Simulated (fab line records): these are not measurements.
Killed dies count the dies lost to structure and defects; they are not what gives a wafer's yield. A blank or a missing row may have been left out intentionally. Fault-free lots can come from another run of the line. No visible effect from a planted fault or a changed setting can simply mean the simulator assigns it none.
fab line records ; flow sky130
record: lots: 6; wafers: 18; lastDay: 50
route steps=708 shown CAPM@550 METAL3@555
lots with no fault: from the same line, run without faults
startH: the number of hours between the record's first day and the start of the first shown wafer of the lot ; waitH: hours elapsed since this lot's preceding step ; " identical to the entry in the row above ; L1.1+2: a row that stands for several wafers ; - value missing, or start not given ; * or withheld: withheld ; < > ~ a bound
route shown NAME@n: NAME is a module with steps in the file, n the number in the route of the first one ; usual: mean/standard deviation of fault-free wafers ; same: alike in all rows ; chamber/n: place in a boat ; sites: per-site readings ; _std_site: standard deviation across them ; _edge_site: inner sites' mean taken away from outer sites' mean ; radiusMm: for every site, how far away it sits from the centre of the wafer ; mask NAME#n: copy n ; behind: the tool/chamber that last shaped the wafer ; hold: why the lot was held/for how many hours/how that ended ; device: the n, p or np transistor that did not switch ; end of line: the same wafers' tests at the end of the route ; for a step that has no rows: nothing shown but its recipe ; killed: count of dies lost to structure and defects at first sort (not the wafer's yield) ; map: shows each die of a wafer: x if killed, . if not, _ if none is there
set.NAME: the setting as run; set.NAME@STEP: as run at that earlier step ; model.NAME: the simulator's own value behind a step, which no gauge read
a table for each step, a row for each wafer; lots at some steps of the route
services: a tool's chamber out of use, with start hour (startH, from the record's first day; less than 0 if before it), hours out, and reason
== steps ==
step: SKY_CAPM_METAL_ETCH_13
recipe: targetDepthNm: 220; stopOn: SiO2; chemistry: Cl2/BCl3; target: TiN; pressureMtorr: 10; icpW: 900; biasW: 48.5; Cl2_flow_sccm: 60; bcl3FlowSccm: 30; timeS: 62.9
usual: biasW: 48.51/0.15; drypumpMotorCurrentA: 5.73/0.15; oesProductAu: 0.941/0.0084; throttleValvePct: 21.901/0.0096
lot.wafer;tool;chamber;startH;waitH;biasW;drypumpMotorCurrentA;oesProductAu;rfHoursCounterH;throttleValvePct
L905.1;rieMetal-04;0;927.28;0.0;48.56;5.71;0.947;4;21.901
L905.2;rieMetal-04;1;927.28;0.0;48.84;5.98;0.923;12;21.920
L905.4;rieMetal-04;1;927.28;0.0;48.66;6.01;0.932;-;21.914
L907.1;rieMetal-03;0;942.98;0.0;48.71;5.54;0.942;8;21.891
L907.2;rieMetal-03;1;942.98;0.0;48.43;5.73;0.949;15;21.901
L907.6;rieMetal-03;1;942.98;0.0;48.31;5.74;0.940;-;21.901
L913.1;rieMetal-04;0;979.13;0.0;48.58;5.70;0.939;6;21.893
L913.4;rieMetal-04;1;979.13;0.0;48.49;6.02;0.928;-;21.902
L913.5;rieMetal-04;1;979.13;0.0;48.74;6.03;0.954;-;21.899
L914.4;rieMetal-03;0;987.51;0.0;48.45;5.51;0.941;-;21.894
L914.5;rieMetal-03;1;987.51;0.0;48.58;5.76;0.932;-;21.908
L914.6;rieMetal-03;0;987.51;0.0;48.51;5.52;0.948;-;21.912
L915.3;rieMetal-03;0;1001.26;0.0;48.53;5.54;0.934;-;21.903
L915.4;rieMetal-03;1;1001.26;0.0;48.54;5.73;0.947;-;21.896
L915.5;rieMetal-03;0;1001.26;0.0;48.44;5.55;0.941;-;21.892
L919.1;rieMetal-04;1;1025.38;0.0;48.64;6.04;0.925;16;21.893
L919.5;rieMetal-04;1;1025.38;0.0;48.62;6.02;0.930;-;21.913
L919.6;rieMetal-04;0;1025.38;0.0;48.42;5.72;0.932;-;21.894
step: SKY_CAPM_STRIP_14
recipe: chemistry: O2/N2; powerW: 1400; pressureMtorr: 1500; platenTempC: withheld; o2FlowSccm: 3000; n2FlowSccm: 300; overashFraction: 0.5
usual: drypumpMotorCurrentA: 5.7/0.3; oesProductAu: 0.710/0.0044; stripTimeToEndpointS: 12.67/0.041
lot.wafer;tool;chamber;startH;waitH;drypumpMotorCurrentA;oesProductAu;rfHoursCounterH;stripTimeToEndpointS
L905.1;plasmaAsher-03;1;927.36;0.1;5.6;0.710;110;12.69
L905.2;plasmaAsher-03;0;927.36;0.1;5.5;0.713;110;12.66
L905.4;plasmaAsher-03;0;927.36;0.1;5.5;0.705;-;12.71
L907.1;plasmaAsher-02;1;943.06;0.1;6.1;0.705;81;12.65
L907.2;plasmaAsher-02;0;943.06;0.1;5.4;0.710;81;12.67
L907.6;plasmaAsher-02;1;943.06;0.1;6.1;0.711;-;12.67
L913.1;plasmaAsher-03;1;979.21;0.1;5.6;0.709;115;12.68
L913.4;plasmaAsher-03;0;979.21;0.1;5.5;0.715;-;12.65
L913.5;plasmaAsher-03;0;979.21;0.1;5.5;0.712;-;12.72
L914.4;plasmaAsher-03;0;987.59;0.1;5.5;0.708;-;12.57
L914.5;plasmaAsher-03;0;987.59;0.1;5.5;0.710;-;12.66
L914.6;plasmaAsher-03;1;987.59;0.1;5.6;0.710;-;12.57
L915.3;plasmaAsher-02;0;1001.34;0.1;5.4;0.703;-;12.59
L915.4;plasmaAsher-02;1;1001.34;0.1;6.0;0.717;-;12.71
L915.5;plasmaAsher-02;1;1001.34;0.1;6.0;0.710;-;12.58
L919.1;plasmaAsher-02;0;1025.46;0.1;5.4;0.705;89;12.68
L919.5;plasmaAsher-02;0;1025.46;0.1;5.4;0.705;-;12.69
L919.6;plasmaAsher-02;1;1025.46;0.1;6.0;0.709;-;12.65
step: SKY_CAPM_STRIP_15
recipe: chemistry: postEtchResidueRemover; timeS: 1200; tempC: 72.5
step: SKY_CAPM_CLEAN_16
recipe: chemistry: IPA; timeS: 180; tempC: 25
step: SKY_CAPM_CLEAN_17
recipe: chemistry: O3/DIW; dry: n2Spin
step: SKY_METAL3_DEHYDRATE_05
recipe: tempC: 200; timeS: 60
step: SKY_METAL3_HMDS_06
recipe: primeTimeS: 60; primeTempC: 120
step: SKY_METAL3_COAT_07
recipe: resist: BARC; tempC: withheld; timeS: withheld; spinRpm: 3000; resistThkNm: 60
step: SKY_METAL3_COAT_08
recipe: resist: KrF-thick; spinRpm: 3000; resistThkNm: 1140
step: SKY_METAL3_SOFTBAKE_09
recipe: tempC: 99.26; timeS: 90; resist: KrF-thick
step: SKY_METAL3_EXPOSE_10
recipe: maskId: MM3; na: 0.68; sourceShape: annular; sigmaInner: 0.4; sigmaOuter: 0.8; targetCdNm: 300; doseMj: 28
step: SKY_METAL3_PEB_11
recipe: pebTempC: withheld; pebTimeS: withheld; resist: KrF-thick
step: SKY_METAL3_DEVELOP_12
recipe: developTimeS: 60; resist: KrF-thick; devTempC: 21
usual: chillPlateTempC: 22.99/0.11; developTimeS: 60/0; developerTempC: 21.01/0.1; resistLineTempC: 23.03/0.11
lot.wafer;tool;chamber;startH;waitH;chillPlateTempC;developTimeS;developerTempC;resistLineTempC;model.KrF-thick_of_METAL3_COAT_08.thkNm
L905.1;lithoTrack-03;0;951;-;23.19;60;20.69;22.97;1129
L905.2;lithoTrack-03;0;951;-;22.99;60;21.10;22.97;1129
L905.4;lithoTrack-03;0;951;-;23.14;60;20.97;23.06;1129
L907.1;lithoTrack-01;0;967;-;23.04;60;20.89;23.06;1120
L907.2;lithoTrack-01;0;967;-;22.96;60;20.92;22.91;1123
L907.6;lithoTrack-01;0;967;-;23.10;60;20.90;23.09;1126
L913.1;lithoTrack-03;-;1003;-;-;-;-;-;1136
L913.4;lithoTrack-03;-;1003;-;-;-;-;-;1138
L913.5;lithoTrack-03;-;1003;-;-;-;-;-;1138
L914.4;lithoTrack-04;-;1011;-;-;-;-;-;1140
L914.5;lithoTrack-04;-;1011;-;-;-;-;-;1140
L914.6;lithoTrack-04;-;1011;-;-;-;-;-;1142
L915.3;lithoTrack-01;0;1024;-;22.94;60;21.02;23.10;1133
L915.4;lithoTrack-01;0;1024;-;23.03;60;21.02;23.09;1131
L915.5;lithoTrack-01;0;1024;-;22.87;60;20.97;22.98;1133
L919.1;lithoTrack-01;0;1048;-;22.89;60;20.84;22.84;1134
L919.5;lithoTrack-01;0;1048;-;22.94;60;20.95;22.96;1131
L919.6;lithoTrack-01;0;1048;-;22.87;60;20.85;22.89;1133
step: SKY_METAL3_CD_MEAS_13
recipe: targetCdNm: 300
usual: cdNm: 300.3/1.7
lot.wafer;tool;chamber;startH;waitH;cdNm
L905.1;cdSem-01;-;952.05;-;300.5
L905.2;cdSem-01;-;952.05;-;299.6
L905.4;cdSem-01;-;952.05;-;298.9
L907.1;cdSem-01;-;967.95;-;301.4
L907.2;cdSem-01;-;967.95;-;301.5
L907.6;cdSem-01;-;967.95;-;301.7
L913.1;cdSem-02;-;1003.50;-;-
L913.4;cdSem-02;-;1003.50;-;-
L913.5;cdSem-02;-;1003.50;-;-
L914.4;cdSem-02;-;1011.40;-;-
L914.5;cdSem-02;-;1011.40;-;-
L914.6;cdSem-02;-;1011.40;-;-
L915.3;cdSem-02;-;1024.39;-;303.0
L915.4;cdSem-02;-;1024.39;-;302.1
L915.5;cdSem-02;-;1024.39;-;302.2
L919.1;cdSem-02;-;1048.21;-;301.9
L919.5;cdSem-02;-;1048.21;-;301.8
L919.6;cdSem-02;-;1048.21;-;300.8
== services ==
tool;chamber;startH;hours;kind
plasmaAsher-02;-;927.28;3.5;repair
plasmaAsher-02;-;943.75;1.8;repair
plasmaAsher-03;-;947.43;1.0;repair
plasmaAsher-03;-;958.16;0.4;repair
rieMetal-04;1;993.70;12.3;repair
plasmaAsher-03;-;1019.60;2.8;pm
== key ==
firstSign: step: SKY_METAL3_DEVELOP_12; reading: toolRecord; direction: missing
effect none on later readings
modelEffect: step: SKY_METAL3_DEVELOP_12; value: KrF-thick_of_METAL3_COAT_08.thkNm; without: 1126; struck: 1139
metAt SKY_METAL3_DEVELOP_12
struckWafers L913.1,L913.4,L913.5,L914.4,L914.5,L914.6
laterRowsLeftOut L913.1,L913.4,L913.5,L914.4,L914.5,L914.6
sortLeftOut L913.1,L913.4,L913.5,L914.4,L914.5,L914.6
testerLeftOut L914
onsetBetween 951 1003
earlierFault: kind: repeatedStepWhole; tool: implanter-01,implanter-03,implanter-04; chamber: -; onsetH: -; steps: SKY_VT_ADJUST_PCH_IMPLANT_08; times: 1; scope: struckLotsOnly
fault: kind: skippedStepWhole; tool: lithoTrack-03,lithoTrack-04; chamber: -; onsetH: 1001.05; steps: SKY_METAL3_DEVELOP_12; scope: struckLotsOnly
testerLeftOut: of these lots the tester's yield and bins aren't shown, on N5 and GAA mostly nor the transistor test; their killed dies are dies lost to structure and defects alone, not to doping, threshold or leakage, so they don't give the yield
sortLeftOut: the simulated sort isn't trusted on such a fault, so these wafers' sort isn't shown, and their yield isn't known
laterRowsLeftOut: the simulator's readings of these wafers behind a module that went badly wrong aren't trusted and aren't shown, but for the sort
